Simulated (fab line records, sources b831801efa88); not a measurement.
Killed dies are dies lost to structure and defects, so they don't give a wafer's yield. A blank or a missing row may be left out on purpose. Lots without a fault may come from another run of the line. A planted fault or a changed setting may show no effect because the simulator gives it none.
Chamber matching | flow gf180mcu | GF_V3_CMP_26 on cmp-01: 4 sister chambers
The step polishes, stops on SiO2, t overpolish 15 s, target thk 0 nm. 7 wafers are shown with their chamber, then 9 later ones without.

WAFERS WITH THEIR CHAMBER
wafer  | chamber | time_to_endpoint_s (s) | motor_current_A (A)
L082.1 | 3       | 80                     | 11.2
L082.2 | 0       | 78                     | 12.1
L085.5 | 1       | 86                     | 12.0
L085.6 | 2       | 89                     | 12.2
L089.1 | 3       | 81                     | 11.0
L089.2 | 1       | 86                     | 12.4
L089.3 | 2       | 83                     | 12.1

WAFERS WITHOUT THEIR CHAMBER
wafer  | time_to_endpoint_s (s) | motor_current_A (A)
L090.2 | 86                     | 11.8
L090.5 | 76                     | 10.8
L090.6 | 82                     | 12.4
L094.1 | 86                     | 11.8
L094.2 | 80                     | 11.1
L094.6 | 87                     | 11.2
L095.1 | 82                     | 11.0
L095.4 | 84                     | 12.2
L095.6 | 85                     | 12.4

WHICH CHAMBER EACH WENT THROUGH
wafer  | from the rows above          | in truth
L090.2 | can't be placed: 2 or 1 or 0 | 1
L090.5 | 3                            | 3
L090.6 | can't be placed: 1 or 2 or 0 | 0
L094.1 | can't be placed: 2 or 1 or 0 | 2
L094.2 | 3                            | 3
L094.6 | 3                            | 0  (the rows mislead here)
L095.1 | 3                            | 3
L095.4 | can't be placed: 1 or 2 or 0 | 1
L095.6 | can't be placed: 1 or 2      | 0
Placed correctly: 3 of 9. Can't be placed from these rows: 5 (the true chamber is among the candidates in 4). Placed wrongly: 1.
How it was worked out, from the rows above alone: a wafer's distance from a chamber is the root of the sum, over the readings, of the square of ((its reading less the chamber's mean) divided by the reading's scatter). The wafer belongs to the nearest chamber; if the next one is less than 2 further off, it can't be placed. A chamber's mean is the mean of its shown wafers. The scatter: the root of (the sum of the squares of (reading less its chamber's mean) over the shown wafers, divided by (wafers less chambers)).
